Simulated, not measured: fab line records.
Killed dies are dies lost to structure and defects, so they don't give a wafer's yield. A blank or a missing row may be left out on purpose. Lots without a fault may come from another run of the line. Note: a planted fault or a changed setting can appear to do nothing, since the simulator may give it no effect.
Matching of chambers	flow sky130	SKY_PAD_OPEN_ETCH_07 on rieDiel-03: 4 sister chambers
The step etches the open film in CF4/O2, stops on AlCu, target depth 725 nm, time 161.1 s. 8 wafers are shown with their chamber, then 12 later ones without.

## WAFERS, EACH WITH ITS CHAMBER
wafer	chamber	drypumpMotorCurrentA (A)	oesProductAu (a.u.)
L075.5	3	5.4	0.981
L083.2	1	5.2	0.972
L084.2	2	6.4	0.974
L084.5	3	5.4	0.970
L084.6	0	6.0	0.989
L089.1	1	5.2	0.968
L089.2	0	6.0	0.978
L089.4	2	6.3	0.986

## WAFERS WITHOUT THEIR CHAMBER
wafer	drypumpMotorCurrentA (A)	oesProductAu (a.u.)
L093.1	5.4	0.973
L093.3	5.2	0.971
L093.4	6.0	0.989
L094.2	6.0	0.976
L094.3	5.4	0.977
L094.6	5.2	0.985
L095.1	6.4	0.972
L095.3	5.2	0.971
L095.5	5.4	0.985
L097.1	5.2	0.974
L097.2	6.0	0.983
L097.3	5.4	0.980

## WHICH CHAMBER EACH WENT THROUGH
wafer	from the rows above	in truth
L093.1	3	3
L093.3	1	1
L093.4	0	0
L094.2	0	0
L094.3	3	3
L094.6	1	1
L095.1	2	2
L095.3	1	1
L095.5	3	3
L097.1	1	1
L097.2	0	0
L097.3	3	3
12 of 12 placed correctly. Not placeable from these rows: 0. 0 placed wrongly.
How it was worked out, from the rows above alone: a wafer's distance from a chamber is the root of the sum, over the readings, of the square of ((its reading less the chamber's mean) divided by the reading's scatter). The wafer belongs to the nearest chamber; if the next one is less than 2 further off, it can't be placed. A chamber's mean is the mean of its shown wafers. How the scatter is found: for the shown wafers, subtract from each reading the mean of its chamber, square and add these, divide the total by (wafers less chambers), then take the root.
